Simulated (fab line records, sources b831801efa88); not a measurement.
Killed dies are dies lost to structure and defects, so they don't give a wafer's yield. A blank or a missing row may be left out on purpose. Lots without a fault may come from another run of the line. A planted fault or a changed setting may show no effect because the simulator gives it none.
A struck lot beside a sound one | flow sky130 | 18 steps out of a route of 708
Sound: wafers L405.2, L405.4, L405.5. Struck: wafer L419.6. (L419.1, L419.5 of the same lot were not struck and are left out.) The cause comes at the end.
At each step with rows: each side's tool, then ch and its chambers, then its first start. Under that, the readings that differ: sound wafers | struck wafers | difference of the means | sigmas: that difference in standard deviations of wafers without a fault.
alike: readings whose means differ by less than 2 such deviations, and words and numbers that are the same on both sides. not compared: withheld readings, readings that some wafer has no value for, bounds like >300 that may hide the same value, and numbers for which the record gives no deviation and whose values overlap.
The two part at a step that has a row with sigmas, a row that says differs or no value, or rows on one side only. Numbers that don't overlap but have no deviation are shown without sigmas and don't part them. A reading that every wafer of one side lacks parts them only if that side has two wafers or more.

first, 3 steps without rows for these wafers: SKY_VIA1_EXPOSE_09 (exposes mask VIM, target cd 150 nm); SKY_VIA1_PEB_10; SKY_VIA1_DEVELOP_11 (develop time 60 s).
SKY_VIA1_CD_MEAS_12: target cd 150 nm.
  sound on cd_sem-02, day 34 02:31; struck on cd_sem-02, day 38 22:47
  alike: cd_nm
SKY_VIA1_OVL_MEAS_13:
  sound on overlay-02, day 34 02:37; struck on overlay-02, day 38 22:55
  alike: VIA1_OVL
SKY_VIA1_ETCH_14: etches BARC in N2/H2, stops on SiO2, time 45.9 s, target depth 60 nm.
  sound on rie_diel-01 ch 0,3, day 34 02:39; struck on rie_diel-02 ch 0, day 38 22:56
  reading                     | sound       | struck | difference | sigmas
  drypump_motor_current_A (A) | 6.5 5.8 6.5 | 5.3    | -1.0       | -2
  alike: chamber_pressure_mTorr, oes_product_au, throttle_valve_pct
  not compared: rf_hours_counter_h
SKY_VIA1_ETCH_15: etches SiO2 in C4F8/O2/Ar, stops on TiN, target depth 351 nm, time 54 s.
  sound on rie_diel-01 ch 0,3, day 34 02:41; struck on rie_diel-02 ch 0, day 38 22:59
  alike: chamber_pressure_mTorr, oes_product_au
  not compared: rf_hours_counter_h
SKY_VIA1_STRIP_16: strips in O2/N2.
  sound on plasma_asher-01 ch 0,1, day 34 02:44; struck on plasma_asher-01 ch 0, day 38 23:02
  alike: chamber_pressure_mTorr, drypump_motor_current_A, oes_product_au, strip_time_to_endpoint_s
  not compared: rf_hours_counter_h
then, 3 steps without rows for these wafers: SKY_VIA1_STRIP_17 (strips in post etch residue remover, time 1200 s); SKY_VIA1_CLEAN_18 (cleans in IPA, time 180 s); SKY_VIA1_CLEAN_19 (cleans in O3/DIW).
SKY_VIA1_SPUTTER_20: material TiN, target thk 20 nm, time 80 s.
  sound on pvd_sputter-04, day 34 03:26; struck on pvd_sputter-02, day 38 23:37
  alike: chamber_pressure_pa, throttle_valve_pct
SKY_VIA1_CVD_21: deposits W, target thk 270 nm, time 80.902 s.
  sound on cvd_w-01 ch 0,1, day 34 03:30; struck on cvd_w-01 ch 1, day 38 23:41
  reading                            | sound             | struck | difference | sigmas
  model.W_of_VIA1_CVD_21.thk_nm (nm) | 273.1 274.5 267.7 | 383.8  | +112.0     |
  alike: heater_power_w
SKY_VIA1_RS_MEAS_22: measures by four-point-probe.
  sound on film_metro-02, day 34 03:37; struck on film_metro-04, day 38 23:47
  reading            | sound             | struck | difference | sigmas
  VIA1_W_RS (ohm/sq) | 0.420 0.419 0.430 | 0.298  | -0.125     | -20
SKY_VIA1_THK_MEAS_23: measures by xrf.
  sound on film_metro-02, day 34 03:44; struck on film_metro-04, day 38 23:54
  reading         | sound       | struck | difference | sigmas
  VIA1_W_THK (nm) | 276 277 270 | 403    | +129       | +26
SKY_VIA1_CMP_24: polishes, stops on SiO2, t overpolish 15 s, target thk 0 nm.
  sound on cmp-02 ch 0,3, day 34 03:47; struck on cmp-01 ch 2, day 38 23:58
  reading                | sound          | struck | difference | sigmas
  time_to_endpoint_s (s) | 63.8 65.7 67.3 | 94.4   | +28.8      | +10
  alike: motor_current_A, retaining_ring_pressure_frac
SKY_METAL2_SPUTTER_00: material Ti, target thk 15 nm, time 10 s.
  sound on pvd_sputter-03, day 34 04:05; struck on pvd_sputter-02, day 39 00:16
  alike: chamber_pressure_pa, throttle_valve_pct
-- the record jumps here: 10 days lie between the struck wafers' starts before and after (it left off in module METAL2 and takes up again in module PAD_OPEN, whose first step shown is number 708 of the route) --
SKY_PAD_OPEN_PROBE_99:
  sound on prober-02, day 45 22:32; struck on prober-01, day 49 10:57
  alike: defect_limited_yield, killed_at_M0_to_M3, killed_at_M4_up, killed_at_contacts, killed_at_front_end, killed_at_other, killed_dies, killed_on_rim, killed_open, killed_short, sort_bin_3_pad_short, sort_bin_5_function, sort_bin_6_memory, sort_n_pass, sort_yield_pct

WHERE THEY PART
First at SKY_VIA1_ETCH_14; last, within this record, at SKY_VIA1_CMP_24. Later steps at which nothing parts them and some readings are alike: SKY_METAL2_SPUTTER_00, SKY_PAD_OPEN_PROBE_99.

WHY: what the simulator had put in
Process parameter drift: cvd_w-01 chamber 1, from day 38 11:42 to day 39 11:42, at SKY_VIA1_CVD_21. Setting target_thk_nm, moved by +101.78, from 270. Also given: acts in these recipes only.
